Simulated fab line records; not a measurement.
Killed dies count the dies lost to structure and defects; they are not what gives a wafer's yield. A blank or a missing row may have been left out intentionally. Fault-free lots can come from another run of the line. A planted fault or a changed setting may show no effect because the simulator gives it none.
Which tool was responsible?    flow gf180mcu    6 lots with 18 wafers sampled at 4 steps, on a route of 602 steps

WHAT THE GAUGES SHOWED, per wafer
GF_M4_OVL_MEAS_15.
lot   measured      on          M4_OVL (nm)
L228  day 24 03:23  overlay-01  -5 -7 1
L230  day 24 11:55  overlay-02  2 3 11
L232  day 25 07:47  overlay-01  -4 -7 -11
L236  day 26 11:10  overlay-01  -2 1 -1
L238  day 27 03:52  overlay-01  7 3 0
L245  day 29 07:01  overlay-02  -15 -10 -7

WHAT TOOL EACH LOT RAN ON (gives the tool, then ch and the chambers of the sampled wafers, and finally the start)
lot   GF_STI_ETCH_14                  GF_V3_STRIP_18                       GF_M4_SPUTTER_01
L228  rieSi-02 ch 0,1,2, day 2 07:28  plasmaAsher-03 ch 0,1, day 23 03:43  pvdSputter-04, day 23 05:02
L230  rieSi-02 ch 0,1,2, day 2 17:19  plasmaAsher-01 ch 0,1, day 23 12:44  pvdSputter-04, day 23 14:04
L232  rieSi-01 ch 1,2,3, day 3 04:10  plasmaAsher-03 ch 0, day 24 08:23    pvdSputter-01, day 24 09:44
L236  rieSi-02 ch 1,2,3, day 3 23:52  plasmaAsher-02 ch 0,1, day 25 12:13  pvdSputter-01, day 25 13:43
L238  rieSi-02 ch 0,3, day 4 10:14    plasmaAsher-01 ch 0,1, day 26 04:53  pvdSputter-02, day 26 07:04
L245  rieSi-01 ch 1,2,3, day 5 22:49  plasmaAsher-02 ch 0,1, day 28 10:23  pvdSputter-04, day 28 11:44
- GF_STI_ETCH_14: etches Si in HBr/Cl2/O2, target depth 360 nm, time 102.9 s.
- GF_V3_STRIP_18: strips in O2/N2.
- GF_M4_SPUTTER_01: material TiN, target thk 30 nm, time 25 s.

THE ANSWER, worked out from the rows above alone
Rule: what is usual is taken from the lots themselves. Put in order of their means at a reading, lots are off if they are a third of the lots or fewer, leave a main group of 4 or more, and stand apart from it by a gap of 3 or more times the standard deviation of the main group's means; of several such gaps the widest counts. If all means in a main group match to the digits the tables above print for the reading, that group is not used. Also off: a lot with no number at a reading for which 4 or more lots have one. The other lots that the step has rows for count as sound.
Across all readings shown, no lot is off: no conclusion can be drawn from this.

WHAT THE SIMULATOR HAD PUT IN
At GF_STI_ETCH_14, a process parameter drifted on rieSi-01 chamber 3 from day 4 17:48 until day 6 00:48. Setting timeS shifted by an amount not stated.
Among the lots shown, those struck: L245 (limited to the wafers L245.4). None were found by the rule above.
